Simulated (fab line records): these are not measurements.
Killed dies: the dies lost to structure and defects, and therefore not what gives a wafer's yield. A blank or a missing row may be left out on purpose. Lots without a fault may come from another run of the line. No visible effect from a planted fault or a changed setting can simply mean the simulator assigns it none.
fab line records	flow gf180mcu
record: lots: 13	wafers: 38	last-day: 34
route steps=602 shown LVPWELL@63 PSD@256 SAB@275 V1@357
lots that met no fault: taken from a fault-free run of the same line
start-h: the number of hours between the record's first day and the start of the first shown wafer of the lot	wait-h: time in hours since the lot's previous step	" the same as in the row above	L1.1+2: a row that stands for several wafers	- no value, or no start was given	* or withheld: withheld	< > ~ a bound
route shown NAME@n: NAME is a module with steps in the file, n the number in the route of the first one	usual: the fault-free wafers' mean and standard deviation	same: alike in all rows	chamber/n: place in a boat	sites: per-site readings	_std_site: standard deviation of those values	_edge_site: mean of outer sites minus mean of inner sites	radius-mm: for every site, how far away it sits from the centre of the wafer	mask NAME#n: copy n	behind: the most recent tool/chamber to have shaped the wafer	hold: why the lot went on hold/how many hours it stayed there/how the hold came to an end	device: transistor that didn't switch, given as n, p or np	end of line: tests of these same wafers at the route's end	a step with no rows: only its recipe	killed: at the first sort, the dies lost to defects and structure; wafer yield is something else	map: the dies of a wafer, with x for killed, . for not killed, _ for no die there
set.NAME: the setting as run; set.NAME@STEP: as run at that earlier step	model.NAME: the simulator's own value behind a step, which no gauge read
a sample of lots followed through the steps of the route, with each step as a table and each wafer as a row
services: when a tool's chamber went out of use (start-h, in hours from the record's first day, below 0 if earlier), for how many hours, and the reason
== steps ==
step: GF_LVPWELL_IMPLANT_09
recipe: species: B	energy-kev: 60	dose-cm2: 5e+12	tilt-deg: 0
usual: beam-energy-keV: 59.995/0.018	faraday-current-uA: 28.3/0.56
lot.wafer	tool	chamber	start-h	wait-h	beam-energy-keV	faraday-current-uA
L438.1	implanter-01	0	64.43	0.1	59.967	27.5
L438.2	"	0	"	"	59.984	28.5
L438.6	"	0	"	"	59.999	28.1
L439.2	implanter-04	0	80.74	0.1	60.002	27.9
L439.3	"	0	"	"	59.996	28.5
L439.4	"	0	"	"	59.994	28.1
L440.1	implanter-02	0	91.48	0.1	59.985	28.0
L440.2	"	0	"	"	59.994	28.4
L440.3	"	0	"	"	59.985	28.5
L441.1	implanter-04	0	91.62	0.1	59.973	29.4
L441.3	"	0	"	"	59.992	27.9
L441.5	"	0	"	"	59.998	28.5
L442.1	implanter-01	0	99.71	0.1	60.027	28.4
L442.4	"	0	"	"	59.988	27.9
L442.5	"	0	"	"	60.035	28.6
L443.1	implanter-01	0	107.38	0.1	59.972	27.9
L443.4	"	0	"	"	59.978	28.6
L443.5	"	0	"	"	59.994	28.3
L444.1	implanter-02	0	110.07	0.1	60.006	28.2
L444.2	"	0	"	"	59.996	28.8
L444.3	"	0	"	"	59.998	27.8
L445.3	implanter-01	0	110.47	0.1	60.007	28.1
L445.5	"	0	"	"	60.015	29.1
L445.6	"	0	"	"	59.990	28.1
L446.3	implanter-01	0	117.77	0.1	59.981	28.7
L446.4	"	0	"	"	59.982	28.4
L446.5	"	0	"	"	59.968	29.6
L447.1	implanter-04	0	118.38	0.1	59.982	27.7
L447.3	"	0	"	"	59.985	28.5
L447.6	"	0	"	"	59.989	28.1
L455.1	implanter-04	0	163.97	0.1	59.986	28.8
L455.6	"	0	"	"	59.998	27.8
L457.1	implanter-04	0	176.87	0.1	60.018	28.2
L457.2	"	0	"	"	60.022	28.3
L457.6	"	0	"	"	59.998	28.5
L459.2	implanter-01	0	188.55	0.1	60.028	26.6
L459.4	"	0	"	"	59.992	28.5
L459.6	"	0	"	"	59.998	28.4
step: GF_VT_IMPLANT_RS_MEAS_48
recipe: thk-meas-gauge: four-point-probe
usual: LVPWELL_RS: 1196.3/2.9
lot.wafer	tool	chamber	start-h	wait-h	LVPWELL_RS[ohm/sq]
L438.1	film-metro-01	-	148.57	0.1	1193.0
L438.2	"	-	"	"	1193.0
L438.6	"	-	"	"	1192.7
L439.2	film-metro-04	-	172.18	0.1	1199.8
L439.3	"	-	"	"	1198.4
L439.4	"	-	"	"	1202.0
L440.1	film-metro-01	-	183.37	0.1	1190.9
L440.2	"	-	"	"	1189.6
L440.3	"	-	"	"	1191.7
L441.1	film-metro-04	-	184.97	0.1	1205.0
L441.3	"	-	"	"	1202.7
L441.5	"	-	"	"	1200.6
L442.1	film-metro-03	-	195.86	0.1	1195.8
L442.4	"	-	"	"	1199.6
L442.5	"	-	"	"	1196.4
L443.1	film-metro-04	-	206.02	0.1	1196.0
L443.4	"	-	"	"	1195.4
L443.5	"	-	"	"	1191.4
L444.1	film-metro-04	-	208.81	0.1	1198.2
L444.2	"	-	"	"	1199.7
L444.3	"	-	"	"	1197.9
L445.3	film-metro-03	-	209.71	0.1	1195.2
L445.5	"	-	"	"	1197.4
L445.6	"	-	"	"	1196.4
L446.3	film-metro-01	-	218.41	0.1	1197.2
L446.4	"	-	"	"	1197.5
L446.5	"	-	"	"	1195.5
L447.1	film-metro-03	-	219.22	0.1	1197.6
L447.3	"	-	"	"	1200.9
L447.6	"	-	"	"	1197.3
L455.1	film-metro-04	-	273.01	0.1	1226.4
L455.6	"	-	"	"	1224.9
L457.1	film-metro-01	-	286.19	0.1	1227.9
L457.2	"	-	"	"	1196.3
L457.6	"	-	"	"	1226.4
L459.2	film-metro-03	-	301.24	0.1	1200.2
L459.4	"	-	"	"	1201.3
L459.6	"	-	"	"	1198.1
step: GF_PSD_OVL_MEAS_08
usual: PSD_OVL: 1.1/1.4
lot.wafer	tool	chamber	start-h	wait-h	PSD_OVL[nm]
L438.1	overlay-02	-	305.00	0.1	0.7
L438.2	"	-	"	"	1.7
L438.6	"	-	"	"	2.3
L439.2	overlay-01	-	332.85	0.1	3.2
L439.3	"	-	"	"	3.9
L439.4	"	-	"	"	3.6
L440.1	overlay-02	-	348.56	0.1	1.3
L440.2	"	-	"	"	1.8
L440.3	"	-	"	"	1.9
L441.1	overlay-01	-	349.85	0.1	-0.3
L441.3	"	-	"	"	-0.1
L441.5	"	-	"	"	1.2
L442.1	overlay-02	-	363.65	0.1	0.0
L442.4	"	-	"	"	1.1
L442.5	"	-	"	"	1.0
L443.1	overlay-02	-	375.34	0.1	1.0
L443.4	"	-	"	"	1.8
L443.5	"	-	"	"	2.2
L445.3	overlay-01	-	380.46	0.1	0.0
L445.5	"	-	"	"	0.7
L445.6	"	-	"	"	1.1
L444.1	overlay-01	-	381.45	0.1	1.6
L444.2	"	-	"	"	2.5
L444.3	"	-	"	"	1.9
L446.3	overlay-02	-	394.66	0.1	0.4
L446.4	"	-	"	"	0.3
L446.5	"	-	"	"	0.5
L447.1	overlay-02	-	397.25	0.1	2.2
L447.3	"	-	"	"	2.4
L447.6	"	-	"	"	2.3
L455.1	overlay-01	-	464.79	0.1	-0.3
L455.6	"	-	"	"	1.0
L457.1	overlay-01	-	481.35	0.1	2.7
L457.2	"	-	"	"	2.6
L457.6	"	-	"	"	3.9
L459.2	overlay-02	-	501.60	0.1	1.2
L459.4	"	-	"	"	3.3
L459.6	"	-	"	"	3.2
step: GF_SAB_ETCH_11
recipe: chemistry: C4F8/O2/Ar	mask-material: NOVOLAK	target: SiO2	target-depth-nm: 55	source-w: 1500	bias-w: 1200	pressure-mtorr: 40	c4f8-flow-sccm: withheld	O2_flow_sccm: 6	Ar_flow_sccm: 300	time-s: 8.5
usual: oes-product-au: 1.004/0.014
lot.wafer	tool	chamber	start-h	wait-h	oes-product-au	rf-hours-counter-h
L438.1	rie-diel-04	3	326.53	0.0	0.969	111
L438.2	"	0	"	"	1.008	47
L438.6	"	3	"	"	0.975	-
L439.2	rie-diel-03	3	355.74	0.0	0.997	7
L439.3	"	2	"	"	1.025	71
L439.4	"	0	"	"	0.983	2
L440.1	rie-diel-03	2	370.69	0.0	1.028	71
L440.2	"	3	"	"	1.002	7
L440.3	"	0	"	"	0.986	3
L441.1	rie-diel-03	0	372.99	0.0	0.993	3
L441.3	"	3	"	"	0.994	7
L441.5	"	0	"	"	0.984	-
L442.1	rie-diel-04	3	386.89	0.0	0.966	113
L442.4	"	2	"	"	1.009	65
L442.5	"	2	"	"	1.005	-
L443.1	rie-diel-01	3	398.84	0.0	0.996	10
L443.4	"	1	"	"	1.009	74
L443.5	"	3	"	"	0.993	-
L445.3	rie-diel-03	3	404.74	0.0	1.006	9
L445.5	"	3	"	"	1.002	-
L445.6	"	2	"	"	1.019	-
L444.1	rie-diel-01	0	405.99	0.0	1.011	35
L444.2	"	3	"	"	1.010	10
L444.3	"	2	"	"	1.023	1
L446.3	rie-diel-03	2	418.58	0.0	1.015	72
L446.4	"	0	"	"	0.987	4
L446.5	"	1	"	"	1.004	-
L447.1	rie-diel-04	0	421.58	0.0	0.987	50
L447.3	"	2	"	"	1.010	66
L447.6	"	0	"	"	0.999	-
L455.1	rie-diel-01	0	490.14	0.0	1.001	37
L455.6	"	1	"	"	1.005	-
L457.1	rie-diel-01	1	505.99	0.0	1.019	77
L457.2	"	3	"	"	1.011	14
L457.6	"	0	"	"	0.998	-
L459.2	rie-diel-01	3	526.08	0.0	1.003	14
L459.4	"	0	"	"	1.015	38
L459.6	"	1	"	"	1.009	-
step: GF_V1_SPUTTER_22
recipe: material: TiN	target-thk-nm: 10	chamber-pressure-pa: 5	power-w: 4000	time-s: 40
usual: cathode-dc-power-W: 4000.0/0.71	chamber-pressure-pa: 5.000/0.01	throttle-valve-pct: 30.1/0.96
lot.wafer	tool	chamber	start-h	wait-h	cathode-dc-power-W	chamber-pressure-pa	throttle-valve-pct
L438.1	pvd-sputter-01	-	398.67	0.0	4000.0	4.977	30.2
L438.2	"	-	"	"	3999.2	4.997	28.9
L438.6	"	-	"	"	4000.0	5.002	28.8
L439.2	pvd-sputter-04	-	431.72	0.0	3999.7	4.996	30.3
L439.3	"	-	"	"	4000.5	4.991	29.8
L439.4	"	-	"	"	4000.3	4.995	28.9
L440.1	pvd-sputter-02	-	448.10	0.0	4000.0	5.004	32.0
L440.2	"	-	"	"	3999.3	5.006	30.5
L440.3	"	-	"	"	3998.6	5.008	29.0
L441.1	pvd-sputter-04	-	449.71	0.0	4000.8	4.993	31.3
L441.3	"	-	"	"	4001.2	4.999	29.0
L441.5	"	-	"	"	4000.5	4.996	29.1
L442.1	pvd-sputter-02	-	465.34	0.0	4000.9	4.991	29.4
L442.4	"	-	"	"	4000.5	5.000	32.0
L442.5	"	-	"	"	4000.1	5.005	32.0
L443.1	pvd-sputter-04	-	477.96	0.0	3999.9	5.003	30.3
L443.4	"	-	"	"	4000.4	5.016	29.0
L443.5	"	-	"	"	4000.1	5.018	29.3
L445.3	pvd-sputter-01	-	483.55	0.0	3999.0	5.003	29.8
L445.5	"	-	"	"	3999.4	4.990	29.0
L445.6	"	-	"	"	4000.8	5.015	30.3
L444.1	pvd-sputter-01	-	483.94	0.0	3999.9	4.991	30.5
L444.2	"	-	"	"	4001.0	4.997	29.9
L444.3	"	-	"	"	4001.1	5.002	29.2
L446.3	pvd-sputter-02	-	496.20	0.0	3999.7	4.999	32.0
L446.4	"	-	"	"	4000.6	4.985	30.7
L446.5	"	-	"	"	3999.7	5.002	31.9
L447.1	pvd-sputter-01	-	499.74	0.0	4000.4	4.997	28.6
L447.3	"	-	"	"	3999.1	4.993	30.8
L447.6	"	-	"	"	4000.0	4.981	30.0
L455.1	pvd-sputter-02	-	563.15	0.0	4000.9	5.004	29.0
L455.6	"	-	"	"	3998.5	5.003	30.8
L457.1	pvd-sputter-01	-	579.97	0.0	3999.3	4.978	29.9
L457.2	"	-	"	"	3999.6	5.008	30.3
L457.6	"	-	"	"	4000.0	4.994	29.2
L459.2	pvd-sputter-04	-	597.59	0.0	3999.7	5.011	31.0
L459.4	"	-	"	"	4000.2	5.001	29.1
L459.6	"	-	"	"	3999.5	4.994	29.1
== services ==
tool	chamber	start-h	hours	kind
rie-diel-03	-	43.06	2.8	pm
implanter-04	-	101.74	1.7	repair
implanter-04	-	106.10	4.6	repair
rie-diel-03	0	125.27	2.5	repair
rie-diel-01	2	125.30	30.8	repair
implanter-01	-	148.21	1.9	repair
pvd-sputter-01	-	161.11	4.9	repair
rie-diel-03	1	181.19	1.4	repair
rie-diel-01	2	192.21	15.0	repair
implanter-01	-	198.31	3.1	repair
implanter-04	-	232.68	2.5	pm
rie-diel-03	-	235.70	28.1	pm
rie-diel-01	2	241.78	12.1	repair
implanter-01	-	256.88	2.7	repair
implanter-01	-	257.73	1.9	repair
implanter-01	-	273.37	4.9	pm
rie-diel-03	0	295.15	2.1	repair
pvd-sputter-01	-	369.77	4.6	repair
pvd-sputter-01	-	413.65	0.5	repair
implanter-01	-	458.54	3.6	repair
implanter-01	-	462.55	3.6	pm
pvd-sputter-01	-	474.95	6.7	repair
rie-diel-03	1	533.39	14.3	repair
rie-diel-03	-	565.62	0.8	repair
== key ==
first-sign: step: GF_VT_IMPLANT_RS_MEAS_48	reading: LVPWELL_RS	direction: up	sigmas: 10	usual: 1196.3	struck: 1226.4
effect none on later readings
met-at GF_LVPWELL_IMPLANT_09
struck-lots L455,L457
struck-wafers L455.1,L455.6,L457.1,L457.6
tester-left-out L455,L457
not-acting-at GF_PSD_OVL_MEAS_08,GF_SAB_ETCH_11,GF_V1_SPUTTER_22
onset-between 118.38 163.97
fault: kind: process-parameter-drift	tool: implanter-04	chamber: -	onset-h: 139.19	steps: GF_LVPWELL_IMPLANT_09	channel: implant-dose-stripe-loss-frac	offset: 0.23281	shape: step	end-h: 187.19	scope: struck-wafers-only
tester-left-out: of these lots the tester's yield and bins aren't shown, on N5 and GAA mostly nor the transistor test; their killed dies are dies lost to structure and defects alone, not to doping, threshold or leakage, so they don't give the yield
